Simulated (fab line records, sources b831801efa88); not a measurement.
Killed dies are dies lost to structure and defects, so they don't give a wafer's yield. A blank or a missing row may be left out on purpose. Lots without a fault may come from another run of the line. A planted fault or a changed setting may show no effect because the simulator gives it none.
Chamber matching | flow sky130 | SKY_VIA2_CMP_24 on cmp-02: 4 sister chambers
The step polishes, stops on SiO2, t overpolish 20 s, target thk 0 nm. 30 wafers are shown with their chamber, then 12 later ones without.

WAFERS WITH THEIR CHAMBER
wafer  | chamber | motor_current_A (A) | time_to_endpoint_s (s) | overpolish_run_s (s)
L075.1 | 2       | 11.4                | 110                    | 19.999
L075.4 | 3       | 9.1                 | 102                    | 20.010
L075.6 | 0       | 9.7                 | 99                     | 20.006
L074.2 | 3       | 8.2                 | 102                    | 19.985
L074.3 | 0       | 9.7                 | 106                    | 20.007
L074.5 | 3       | 8.6                 | 105                    | 19.987
L077.1 | 1       | 11.6                | 108                    | 19.984
L077.2 | 0       | 10.7                | 99                     | 20.002
L077.4 | 3       | 8.9                 | 99                     | 20.003
L078.3 | 3       | 8.8                 | 96                     | 20.002
L078.4 | 0       | 10.7                | 100                    | 20.011
L078.6 | 1       | 11.5                | 102                    | 19.990
L084.2 | 3       | 8.3                 | 102                    | 20.001
L084.3 | 0       | 10.3                | 100                    | 19.997
L084.6 | 0       | 10.0                | 103                    | 20.008
L081.2 | 3       | 8.8                 | 103                    | 20.015
L081.4 | 2       | 11.1                | 101                    | 19.987
L081.6 | 3       | 8.8                 | 102                    | 20.002
L087.1 | 2       | 11.2                | 101                    | 19.991
L087.3 | 0       | 10.3                | 103                    | 20.007
L087.5 | 2       | 10.5                | 105                    | 19.997
L080.4 | 1       | 11.5                | 109                    | 20.002
L080.5 | 2       | 12.1                | 101                    | 20.004
L080.6 | 3       | 8.2                 | 97                     | 20.006
L088.1 | 3       | 8.5                 | 101                    | 19.984
L088.2 | 0       | 9.8                 | 104                    | 20.001
L088.3 | 1       | 11.9                | 107                    | 20.016
L089.1 | 2       | 10.6                | 101                    | 20.005
L089.3 | 0       | 10.3                | 106                    | 20.003
L089.6 | 0       | 10.0                | 104                    | 19.993

SIGNATURES (means of the wafers above)
reading            | chamber 0 | chamber 1 | chamber 2 | chamber 3 | scatter within a chamber
motor_current_A    | 10.150    | 11.625    | 11.150    | 8.620     | 0.388
time_to_endpoint_s | 102.40    | 106.50    | 103.17    | 100.90    | 2.99
overpolish_run_s   | 20.00350  | 19.99800  | 19.99717  | 19.99950  | 0.00909
Rule: a wafer's distance from a chamber is the root of the sum, over the readings, of the square of ((its reading less the chamber's mean) divided by the reading's scatter). The wafer belongs to the nearest chamber; if the next one is less than 2 further off, it can't be placed. The scatter: the root of (the sum of the squares of (reading less its chamber's mean) over the shown wafers, divided by (wafers less chambers)).

WAFERS WITHOUT THEIR CHAMBER
wafer  | motor_current_A (A) | time_to_endpoint_s (s) | overpolish_run_s (s)
L091.2 | 8.1                 | 99                     | 20.006
L091.5 | 8.6                 | 99                     | 19.987
L091.6 | 10.1                | 99                     | 19.997
L094.3 | 8.5                 | 96                     | 20.001
L094.4 | 12.0                | 101                    | 19.997
L094.5 | 11.5                | 102                    | 20.003
L096.4 | 11.4                | 101                    | 19.992
L096.5 | 9.6                 | 104                    | 20.006
L096.6 | 9.3                 | 103                    | 19.992
L097.2 | 9.9                 | 106                    | 19.993
L097.5 | 11.0                | 104                    | 20.014
L097.6 | 11.8                | 106                    | 20.008

WHICH CHAMBER EACH WENT THROUGH
wafer  | from the rows above          | in truth
L091.2 | 3                            | 3
L091.5 | 3                            | 3
L091.6 | can't be placed: 0 or 2      | 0
L094.3 | 3                            | 3
L094.4 | can't be placed: 1 or 2      | 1
L094.5 | can't be placed: 2 or 1      | 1
L096.4 | can't be placed: 2 or 1      | 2
L096.5 | can't be placed: 0 or 3      | 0
L096.6 | can't be placed: 3 or 0      | 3
L097.2 | can't be placed: 0 or 2 or 3 | 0
L097.5 | can't be placed: 2 or 1 or 0 | 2
L097.6 | can't be placed: 1 or 2      | 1
Placed correctly: 3 of 12. Can't be placed from these rows: 9 (the true chamber is among the candidates in 9). Placed wrongly: 0.
